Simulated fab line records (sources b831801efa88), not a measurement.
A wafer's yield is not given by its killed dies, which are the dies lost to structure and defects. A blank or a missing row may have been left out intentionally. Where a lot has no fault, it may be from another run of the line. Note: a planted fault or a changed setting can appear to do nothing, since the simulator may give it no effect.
fab line records	flow sky130	part 1 of 2: steps 1 to 24 of 33
record lots=5	wafers=15	lastDay=50
route steps=708 shown LDD_HVP@286 LDD_LDN@289 SPACER@304 POLY_CUT@307
lots that met no fault: taken from a fault-free run of the same line
startH: the number of hours between the record's first day and the start of the first shown wafer of the lot	waitH: time in hours since the lot's previous step	" the same as in the row above	L1.1+2: one row covering several wafers at once	- no value present, or no start provided	* or withheld: withheld	< > ~ a bound
route shown NAME@n: a module of which the file shows steps, and the number in the route of the first	usual: mean/standard deviation of fault-free wafers	same: alike in all rows	chamber/n: place in a boat	sites: the reading at each site	_std_site: the standard deviation of these	_edge_site: inner sites' mean taken away from outer sites' mean	radiusMm: how far each site lies from the wafer's centre	mask NAME#n: copy n	behind: the last tool/chamber to shape the wafer	hold: why the lot was held/for how many hours/how that ended	device: transistor that didn't switch, given as n, p or np	end of line: tests run on the same wafers once the route is complete	a step given without rows: its recipe and nothing more	killed: not the wafer's yield, but the dies lost to structure and defects at the first sort	map: a wafer's dies, x killed, . not, _ none there
set.NAME: the setting the step ran with; set.NAME@STEP: the setting that earlier step ran with	model.NAME: the simulator's own value behind a step, which no gauge read
a table for each step, a row for each wafer; lots at some steps of the route
services: when a tool's chamber went out of use (startH, in hours from the record's first day, below 0 if earlier), for how many hours, and the reason
## steps
# step SKY_LDD_HVP_IMPLANT_08
# recipe species=B	energyKev=20	doseCm2=1.674e+13	tiltDeg=17.9
# usual faradayCurrentUA=94.3/1.9
lot.wafer	tool	chamber	startH	waitH	faradayCurrentUA
L079.1	implanter-02	0	534.92	0.0	94.6
L079.2	"	0	"	"	92.1
L079.6	"	0	"	"	92.9
L086.2	implanter-01	0	593.43	0.0	96.2
L086.3	"	0	"	"	92.9
L086.4	"	0	"	"	94.9
L089.3	implanter-02	0	621.85	0.1	94.9
L089.4	"	0	"	"	93.2
L089.6	"	0	"	"	93.4
L092.2	implanter-04	0	650.39	0.0	96.5
L092.4	"	0	"	"	95.3
L092.6	"	0	"	"	92.4
L094.1	implanter-02	0	670.47	0.0	91.7
L094.3	"	0	"	"	92.7
L094.4	"	0	"	"	95.3
# step SKY_LDD_HVP_STRIP_09
# recipe chemistry=O2/N2	powerW=1400	pressureMtorr=1500	platenTempC=withheld	o2FlowSccm=3000	n2FlowSccm=300	overashFraction=0.5
# usual drypumpMotorCurrentA=5.6/0.32	oesProductAu=0.409/0.0047	stripTimeToEndpointS=4.134/0.015
lot.wafer	tool	chamber	startH	waitH	drypumpMotorCurrentA	oesProductAu	rfHoursCounterH	stripTimeToEndpointS
L079.1	plasmaAsher-04	0	535.07	0.1	5.2	0.416	74	4.112
L079.2	"	1	"	"	5.7	0.414	74	4.128
L079.6	"	1	"	"	5.7	0.409	-	4.123
L086.2	plasmaAsher-01	1	593.55	0.1	6.1	0.409	44	4.146
L086.3	"	0	"	"	5.7	0.415	-	4.139
L086.4	"	1	"	"	6.1	0.402	-	4.140
L089.3	plasmaAsher-03	0	621.99	0.1	5.2	0.413	-	4.134
L089.4	"	1	"	"	5.7	0.410	-	4.109
L089.6	"	1	"	"	5.7	0.406	-	4.138
L092.2	plasmaAsher-01	0	650.52	0.1	5.7	0.409	50	4.153
L092.4	"	0	"	"	5.7	0.411	-	4.140
L092.6	"	1	"	"	6.1	0.405	-	4.145
L094.1	plasmaAsher-01	1	670.62	0.1	6.1	0.409	52	4.158
L094.3	"	1	"	"	6.1	0.410	-	4.128
L094.4	"	0	"	"	5.7	0.405	-	4.132
# step SKY_LDD_HVP_TW_MEAS_10
# usual LDD_HVP_TW=451/3.7
lot.wafer	tool	chamber	startH	waitH	LDD_HVP_TW
L079.1	filmMetro-03	-	535.17	0.1	453
L079.2	"	-	"	"	453
L079.6	"	-	"	"	454
L086.2	filmMetro-03	-	593.66	0.1	456
L086.3	"	-	"	"	456
L086.4	"	-	"	"	455
L089.3	filmMetro-04	-	622.07	0.1	449
L089.4	"	-	"	"	447
L089.6	"	-	"	"	447
L092.2	filmMetro-04	-	650.63	0.1	450
L092.4	"	-	"	"	452
L092.6	"	-	"	"	448
L094.1	filmMetro-04	-	670.72	0.1	450
L094.3	"	-	"	"	446
L094.4	"	-	"	"	449
# step SKY_LDD_LDN_DEHYDRATE_00
# recipe tempC=200	timeS=60
# usual chillPlateTempC=23.00/0.11
lot.wafer	tool	chamber	startH	waitH	chillPlateTempC
L079.1	lithoTrack-02	0	550.78	15.6	23.12
L079.2	"	0	"	"	22.97
L079.6	"	0	"	"	23.18
L086.2	lithoTrack-02	0	607.91	14.2	22.81
L086.3	"	0	"	"	22.92
L086.4	"	0	"	"	22.82
L089.3	lithoTrack-01	0	633.98	11.9	23.05
L089.4	"	0	"	"	22.96
L089.6	"	0	"	"	23.10
L092.2	lithoTrack-03	0	662.91	12.3	23.09
L092.4	"	0	"	"	23.21
L092.6	"	0	"	"	22.99
L094.1	lithoTrack-03	0	684.24	13.5	22.89
L094.3	"	0	"	"	22.94
L094.4	"	0	"	"	23.03
# step SKY_LDD_LDN_HMDS_01
# recipe primeTimeS=60	primeTempC=120
# usual chillPlateTempC=23.04/0.11
lot.wafer	tool	chamber	startH	waitH	chillPlateTempC
L079.1	lithoTrack-02	0	550.93	0.1	23.12
L079.2	"	0	"	"	23.19
L079.6	"	0	"	"	23.30
L086.2	lithoTrack-02	0	608.06	0.1	23.06
L086.3	"	0	"	"	22.99
L086.4	"	0	"	"	23.13
L089.3	lithoTrack-01	0	634.13	0.1	22.86
L089.4	"	0	"	"	23.17
L089.6	"	0	"	"	23.09
L092.2	lithoTrack-03	0	663.06	0.1	23.06
L092.4	"	0	"	"	23.00
L092.6	"	0	"	"	23.07
L094.1	lithoTrack-03	0	684.39	0.1	22.89
L094.3	"	0	"	"	22.95
L094.4	"	0	"	"	23.01
# step SKY_LDD_LDN_COAT_02
# recipe resist=NOVOLAK	spinRpm=3000	resistThkNm=1140
# usual chillPlateTempC=23.01/0.11
lot.wafer	tool	chamber	startH	waitH	chillPlateTempC
L079.1	lithoTrack-02	0	551.08	0.1	23.02
L079.2	"	0	"	"	22.96
L079.6	"	0	"	"	22.95
L086.2	lithoTrack-02	0	608.21	0.1	23.07
L086.3	"	0	"	"	23.07
L086.4	"	0	"	"	22.98
L089.3	lithoTrack-01	0	634.28	0.1	23.05
L089.4	"	0	"	"	23.07
L089.6	"	0	"	"	23.16
L092.2	lithoTrack-03	0	663.21	0.1	22.91
L092.4	"	0	"	"	22.96
L092.6	"	0	"	"	23.10
L094.1	lithoTrack-03	0	684.54	0.1	22.87
L094.3	"	0	"	"	23.12
L094.4	"	0	"	"	22.92
# step SKY_LDD_LDN_SOFTBAKE_03
# recipe tempC=90	timeS=60	resist=NOVOLAK
# usual chillPlateTempC=23.01/0.1
lot.wafer	tool	chamber	startH	waitH	chillPlateTempC
L079.1	lithoTrack-02	0	551.23	0.1	22.99
L079.2	"	0	"	"	23.04
L079.6	"	0	"	"	23.01
L086.2	lithoTrack-02	0	608.36	0.1	23.03
L086.3	"	0	"	"	23.13
L086.4	"	0	"	"	23.00
L089.3	lithoTrack-01	0	634.43	0.1	23.14
L089.4	"	0	"	"	23.00
L089.6	"	0	"	"	22.98
L092.2	lithoTrack-03	0	663.36	0.1	23.05
L092.4	"	0	"	"	22.88
L092.6	"	0	"	"	23.01
L094.1	lithoTrack-03	0	684.69	0.1	22.91
L094.3	"	0	"	"	23.04
L094.4	"	0	"	"	23.09
# step SKY_LDD_LDN_EXPOSE_04
# recipe maskId=LDNTM	na=0.6	sourceShape=conventional	sigmaOuter=0.6	polarization=unpolarized	targetCdNm=700	doseMj=140
lot.wafer	tool	chamber	startH	waitH	mask
L079.1+2+6	ilineStepper-02	0	-	-	LDNTM#0
L086.2+3+4	ilineStepper-01	0	-	-	LDNTM#0
L089.3+4+6	ilineStepper-02	0	-	-	LDNTM#0
L092.2+4+6	ilineStepper-02	0	-	-	LDNTM#0
L094.1+3+4	ilineStepper-01	0	-	-	LDNTM#0
# step SKY_LDD_LDN_PEB_05
# recipe tempC=withheld	timeS=*	resist=NOVOLAK
# usual chillPlateTempC=*
lot.wafer	tool	chamber	startH	waitH	chillPlateTempC
L079.1	lithoTrack-03	0	-	-	*
L079.2	"	0	"	"	*
L079.6	"	0	"	"	*
L086.2	lithoTrack-03	0	-	-	*
L086.3	"	0	"	"	*
L086.4	"	0	"	"	*
L089.3	lithoTrack-02	0	-	-	*
L089.4	"	0	"	"	*
L089.6	"	0	"	"	*
L092.2	lithoTrack-02	0	-	-	*
L092.4	"	0	"	"	*
L092.6	"	0	"	"	*
L094.1	lithoTrack-02	0	-	-	*
L094.3	"	0	"	"	*
L094.4	"	0	"	"	*
# step SKY_LDD_LDN_DEVELOP_06
# recipe resist=NOVOLAK	developer=TMAH	developTimeS=60	devTempC=23
# usual chillPlateTempC=22.98/0.094
lot.wafer	tool	chamber	startH	waitH	chillPlateTempC
L079.1	lithoTrack-03	0	564.64	0.1	23.06
L079.2	"	0	"	"	23.00
L079.6	"	0	"	"	22.96
L086.2	lithoTrack-03	0	622.36	0.1	23.09
L086.3	"	0	"	"	23.11
L086.4	"	0	"	"	22.94
L089.3	lithoTrack-02	0	649.93	0.1	22.88
L089.4	"	0	"	"	22.86
L089.6	"	0	"	"	22.90
L092.2	lithoTrack-02	0	678.51	0.1	23.06
L092.4	"	0	"	"	22.89
L092.6	"	0	"	"	23.05
L094.1	lithoTrack-02	0	698.18	0.1	22.72
L094.3	"	0	"	"	22.89
L094.4	"	0	"	"	23.05
# step SKY_LDD_LDN_OVL_MEAS_07
# usual LDD_LDN_OVL=0.2/1.3
lot.wafer	tool	chamber	startH	waitH	LDD_LDN_OVL[nm]
L079.1	overlay-01	-	564.79	0.1	1.1
L079.2	"	-	"	"	-1.0
L079.6	"	-	"	"	0.4
L086.2	overlay-02	-	622.49	0.1	-0.8
L086.3	"	-	"	"	2.2
L086.4	"	-	"	"	-1.2
L089.3	overlay-01	-	650.04	0.1	0.0
L089.4	"	-	"	"	-0.5
L089.6	"	-	"	"	-1.0
L092.2	overlay-01	-	678.64	0.1	1.1
L092.4	"	-	"	"	0.4
L092.6	"	-	"	"	1.0
L094.1	overlay-02	-	698.33	0.1	-1.6
L094.3	"	-	"	"	0.8
L094.4	"	-	"	"	-0.7
# step SKY_LDD_LDN_IMPLANT_08
# recipe species=As	energyKev=15	doseCm2=1.25e+13	tiltDeg=withheld	rotationDeg=23
# usual faradayCurrentUA=70.3/1.5	rotationDeg=23.002/0.02
lot.wafer	tool	chamber	startH	waitH	faradayCurrentUA	rotationDeg
L079.1	implanter-01	0	564.82	0.0	71.6	22.955
L079.2	"	0	"	"	69.1	22.980
L079.6	"	0	"	"	70.0	22.983
L086.2	implanter-02	0	622.55	0.0	71.5	22.996
L086.3	"	0	"	"	69.9	22.996
L086.4	"	0	"	"	70.4	23.001
L089.3	implanter-02	0	650.12	0.1	69.6	22.978
L089.4	"	0	"	"	68.7	22.987
L089.6	"	0	"	"	68.6	22.976
L092.2	implanter-02	0	678.69	0.0	68.8	23.014
L092.4	"	0	"	"	69.9	22.990
L092.6	"	0	"	"	71.9	22.981
L094.1	implanter-01	0	698.37	0.0	69.1	22.985
L094.3	"	0	"	"	69.7	23.029
L094.4	"	0	"	"	69.8	23.003
# step SKY_LDD_LDN_IMPLANT_09
# recipe species=As	energyKev=15	doseCm2=1.25e+13	tiltDeg=withheld	rotationDeg=113
# usual faradayCurrentUA=70.5/1.3	rotationDeg=113.00/0.032
lot.wafer	tool	chamber	startH	waitH	faradayCurrentUA	rotationDeg
L079.1	implanter-01	0	564.97	0.1	67.5	112.99
L079.2	"	0	"	"	71.4	112.99
L079.6	"	0	"	"	69.0	113.06
L086.2	implanter-02	0	622.70	0.1	69.9	113.06
L086.3	"	0	"	"	68.8	113.03
L086.4	"	0	"	"	71.7	113.03
L089.3	implanter-02	0	650.27	0.1	68.9	113.03
L089.4	"	0	"	"	70.3	112.99
L089.6	"	0	"	"	71.2	112.97
L092.2	implanter-02	0	678.84	0.1	70.9	113.00
L092.4	"	0	"	"	70.5	113.02
L092.6	"	0	"	"	71.6	113.00
L094.1	implanter-01	0	698.52	0.1	68.8	112.97
L094.3	"	0	"	"	67.7	112.96
L094.4	"	0	"	"	68.7	113.00
# step SKY_LDD_LDN_IMPLANT_10
# recipe species=As	energyKev=15	doseCm2=1.25e+13	tiltDeg=withheld	rotationDeg=203
# usual faradayCurrentUA=70.4/1.4	rotationDeg=203.00/0.043
lot.wafer	tool	chamber	startH	waitH	faradayCurrentUA	rotationDeg
L079.1	implanter-01	0	565.12	0.1	71.2	202.95
L079.2	"	0	"	"	69.1	203.05
L079.6	"	0	"	"	69.7	203.04
L086.2	implanter-02	0	622.85	0.1	70.4	203.06
L086.3	"	0	"	"	69.0	203.04
L086.4	"	0	"	"	70.9	203.00
L089.3	implanter-02	0	650.42	0.1	70.9	203.00
L089.4	"	0	"	"	69.9	203.00
L089.6	"	0	"	"	69.8	203.01
L092.2	implanter-02	0	678.99	0.1	72.0	203.09
L092.4	"	0	"	"	71.6	203.04
L092.6	"	0	"	"	68.9	203.02
L094.1	implanter-01	0	698.67	0.1	71.7	202.98
L094.3	"	0	"	"	71.5	202.91
L094.4	"	0	"	"	68.8	203.02
# step SKY_LDD_LDN_IMPLANT_11
# recipe species=As	energyKev=15	doseCm2=1.25e+13	tiltDeg=withheld	rotationDeg=293
# usual faradayCurrentUA=70.5/1.3	rotationDeg=293.00/0.064
lot.wafer	tool	chamber	startH	waitH	faradayCurrentUA	rotationDeg
L079.1	implanter-01	0	565.27	0.1	70.6	293.02
L079.2	"	0	"	"	71.9	292.91
L079.6	"	0	"	"	72.7	292.88
L086.2	implanter-02	0	623.00	0.1	68.7	293.02
L086.3	"	0	"	"	70.0	293.01
L086.4	"	0	"	"	70.8	292.99
L089.3	implanter-02	0	650.57	0.1	71.0	292.93
L089.4	"	0	"	"	72.8	292.95
L089.6	"	0	"	"	71.6	293.01
L092.2	implanter-02	0	679.14	0.1	68.9	292.93
L092.4	"	0	"	"	69.7	292.88
L092.6	"	0	"	"	70.7	293.01
L094.1	implanter-01	0	698.82	0.1	71.7	293.15
L094.3	"	0	"	"	68.8	292.97
L094.4	"	0	"	"	69.0	293.06
# step SKY_LDD_LDN_STRIP_12
# recipe chemistry=O2/N2	powerW=1400	pressureMtorr=1500	platenTempC=withheld	o2FlowSccm=3000	n2FlowSccm=300	overashFraction=0.5
# usual drypumpMotorCurrentA=6.0/0.4	oesProductAu=0.715/0.0046	stripTimeToEndpointS=14.18/0.038
lot.wafer	tool	chamber	startH	waitH	drypumpMotorCurrentA	oesProductAu	rfHoursCounterH	stripTimeToEndpointS
L079.1	plasmaAsher-01	0	565.42	0.1	5.7	0.720	42	14.14
L079.2	"	1	"	"	6.1	0.714	42	14.15
L079.6	"	1	"	"	6.1	0.711	-	14.13
L086.2	plasmaAsher-02	0	623.12	0.1	6.2	0.720	94	14.18
L086.3	"	0	"	"	6.2	0.711	-	14.13
L086.4	"	1	"	"	6.5	0.712	-	14.16
L089.3	plasmaAsher-03	1	650.70	0.1	5.7	0.712	-	14.22
L089.4	"	0	"	"	5.2	0.708	-	14.18
L089.6	"	1	"	"	5.7	0.711	-	14.22
L092.2	plasmaAsher-02	0	679.27	0.1	6.2	0.723	99	14.24
L092.4	"	0	"	"	6.2	0.721	-	14.24
L092.6	"	1	"	"	6.5	0.721	-	14.23
L094.1	plasmaAsher-02	0	698.97	0.1	6.3	0.718	101	14.20
L094.3	"	0	"	"	6.3	0.711	-	14.18
L094.4	"	1	"	"	6.5	0.718	-	14.18
# step SKY_LDD_LDN_TW_MEAS_13
# usual LDD_LDN_TW=1480/13
lot.wafer	tool	chamber	startH	waitH	LDD_LDN_TW
L079.1	filmMetro-03	-	565.52	0.1	1491
L079.2	"	-	"	"	1491
L079.6	"	-	"	"	1482
L086.2	filmMetro-02	-	623.23	0.1	1489
L086.3	"	-	"	"	1498
L086.4	"	-	"	"	1509
L089.3	filmMetro-01	-	650.79	0.1	1463
L089.4	"	-	"	"	1473
L089.6	"	-	"	"	1461
L092.2	filmMetro-01	-	679.38	0.1	1461
L092.4	"	-	"	"	1459
L092.6	"	-	"	"	1458
L094.1	filmMetro-03	-	699.07	0.1	1489
L094.3	"	-	"	"	1486
L094.4	"	-	"	"	1490
# step SKY_LDD_LDN_CLEAN_14
# recipe chemistry=SC1/SC2	mix=1:4:20	tempC=70	timeS=150	dry=n2Spin
# usual tempC=70.02/0.11
lot.wafer	tool	chamber	startH	waitH	tempC
L079.1	wetBench-03	2	565.58	0.1	69.80
L079.2	"	2	"	"	69.85
L079.6	"	2	"	"	69.86
L086.2	wetBench-03	2	623.28	0.0	70.16
L086.3	"	2	"	"	69.98
L086.4	"	2	"	"	70.12
L089.3	wetBench-02	1	650.83	0.0	69.97
L089.4	"	1	"	"	70.08
L089.6	"	1	"	"	70.11
L092.2	wetBench-03	2	679.43	0.0	69.85
L092.4	"	2	"	"	69.89
L092.6	"	2	"	"	69.93
L094.1	wetBench-01	1	699.13	0.1	70.01
L094.3	"	1	"	"	70.07
L094.4	"	1	"	"	70.15
# step SKY_SPACER_CVD_00
# recipe material=Si3N4	precursor=DCS/NH3	targetThkNm=43.1	tempC=770	timeS=740	pressureMtorr=250
# usual susceptorTempC=770.0/0.34	zonePowerBottomPct=19.1/1.7
lot.wafer	tool	chamber	startH	waitH	susceptorTempC	zonePowerBottomPct
L079.1	lpcvd-02	1	565.73	0.1	769.9	20.5
L079.2	"	1	"	"	769.9	20.3
L079.6	"	1	"	"	770.0	20.6
L086.2	lpcvd-02	1	623.44	0.1	769.7	20.5
L086.3	"	1	"	"	770.0	20.6
L086.4	"	1	"	"	770.0	20.8
L089.3	lpcvd-02	1	651.32	0.4	770.7	20.6
L089.4	"	1	"	"	770.6	20.3
L089.6	"	1	"	"	770.4	20.5
L092.2	lpcvd-02	0	679.48	0.0	770.3	17.3
L092.4	"	0	"	"	769.6	17.0
L092.6	"	0	"	"	770.0	17.1
L094.1	lpcvd-02	0	699.18	0.0	769.9	17.3
L094.3	"	0	"	"	770.4	17.4
L094.4	"	0	"	"	770.1	17.2
# step SKY_SPACER_THK_MEAS_01
# recipe reads=Si3N4_of_SPACER_CVD_00
# usual SPACER_CVD_00_THK=43.2/0.52
lot.wafer	tool	chamber	startH	waitH	SPACER_CVD_00_THK[nm]
L079.1	filmMetro-02	-	566.94	0.0	43.8
L079.2	"	-	"	"	43.7
L079.6	"	-	"	"	43.9
L086.2	filmMetro-01	-	624.66	0.0	43.0
L086.3	"	-	"	"	42.8
L086.4	"	-	"	"	43.1
L089.3	filmMetro-02	-	652.54	0.0	43.0
L089.4	"	-	"	"	43.1
L089.6	"	-	"	"	43.4
L092.2	filmMetro-01	-	680.70	0.0	43.1
L092.4	"	-	"	"	43.3
L092.6	"	-	"	"	42.9
L094.1	filmMetro-04	-	700.38	0.0	43.5
L094.3	"	-	"	"	43.7
L094.4	"	-	"	"	43.3
# step SKY_SPACER_ETCHBACK_02
# recipe chemistry=CH3F/O2	target=Si3N4	stopOn=SiO2	sourceW=400	biasW=80	pressureMtorr=25	ch3fFlowSccm=40	O2_flow_sccm=30	timeS=46.7	targetDepthA=450
# usual drypumpMotorCurrentA=5.8/0.52	oesProductAu=0.857/0.0076	throttleValvePct=10.563/0.0093
lot.wafer	tool	chamber	startH	waitH	drypumpMotorCurrentA	oesProductAu	rfHoursCounterH	throttleValvePct
L079.1	rieDiel-02	2	567.00	0.1	6.4	0.870	66	10.578
L079.2	"	1	"	"	6.2	0.867	29	10.563
L079.6	"	1	"	"	6.1	0.857	-	10.561
L086.2	rieDiel-01	0	624.71	0.0	5.4	0.854	10	10.573
L086.3	"	3	"	"	5.2	0.851	1	10.562
L086.4	"	1	"	"	5.6	0.862	18	10.568
L089.3	rieDiel-02	2	652.58	0.0	6.3	0.857	0	10.573
L089.4	"	3	"	"	4.8	0.860	4	10.582
L089.6	"	2	"	"	6.3	0.864	-	10.572
L092.2	rieDiel-03	2	680.75	0.0	5.5	0.857	14	10.578
L092.4	"	2	"	"	5.5	0.854	-	10.565
L092.6	"	0	"	"	6.5	0.853	-	10.576
L094.1	rieDiel-03	1	700.44	0.1	5.6	0.861	0	10.565
L094.3	"	3	"	"	6.6	0.860	52	10.569
L094.4	"	2	"	"	5.5	0.862	14	10.556
# step SKY_POLY_CUT_DEHYDRATE_00
# recipe tempC=200	timeS=60
# usual chillPlateTempC=23.02/0.11
lot.wafer	tool	chamber	startH	waitH	chillPlateTempC
L079.1	lithoTrack-04	0	582.62	15.6	23.16
L079.2	"	0	"	"	23.15
L079.6	"	0	"	"	23.22
L086.2	lithoTrack-04	0	638.19	13.5	23.10
L086.3	"	0	"	"	22.90
L086.4	"	0	"	"	23.04
L089.3	lithoTrack-02	0	665.68	13.1	23.15
L089.4	"	0	"	"	23.20
L089.6	"	0	"	"	23.05
L092.2	lithoTrack-04	0	693.44	12.7	22.90
L092.4	"	0	"	"	22.93
L092.6	"	0	"	"	23.20
L094.1	lithoTrack-02	0	713.03	12.6	22.94
L094.3	"	0	"	"	22.93
L094.4	"	0	"	"	22.90
# step SKY_POLY_CUT_HMDS_01
# recipe primeTimeS=60	primeTempC=120
# usual chillPlateTempC=23.00/0.1
lot.wafer	tool	chamber	startH	waitH	chillPlateTempC
L079.1	lithoTrack-04	0	582.77	0.1	22.76
L079.2	"	0	"	"	22.95
L079.6	"	0	"	"	22.84
L086.2	lithoTrack-04	0	638.34	0.1	23.08
L086.3	"	0	"	"	22.89
L086.4	"	0	"	"	23.12
L089.3	lithoTrack-02	0	665.83	0.1	23.01
L089.4	"	0	"	"	23.19
L089.6	"	0	"	"	23.22
L092.2	lithoTrack-04	0	693.59	0.1	22.98
L092.4	"	0	"	"	23.13
L092.6	"	0	"	"	23.07
L094.1	lithoTrack-02	0	713.18	0.1	22.89
L094.3	"	0	"	"	22.94
L094.4	"	0	"	"	22.97
# step SKY_POLY_CUT_COAT_02
# recipe resist=BARC	tempC=withheld	timeS=withheld	spinRpm=3000	resistThkNm=60
# usual chillPlateTempC=*
lot.wafer	tool	chamber	startH	waitH	chillPlateTempC
L079.1	lithoTrack-04	0	582.92	0.1	*
L079.2	"	0	"	"	*
L079.6	"	0	"	"	*
L086.2	lithoTrack-04	0	638.49	0.1	*
L086.3	"	0	"	"	*
L086.4	"	0	"	"	*
L089.3	lithoTrack-02	0	665.98	0.1	*
L089.4	"	0	"	"	*
L089.6	"	0	"	"	*
L092.2	lithoTrack-04	0	693.74	0.1	*
L092.4	"	0	"	"	*
L092.6	"	0	"	"	*
L094.1	lithoTrack-02	0	713.33	0.1	*
L094.3	"	0	"	"	*
L094.4	"	0	"	"	*
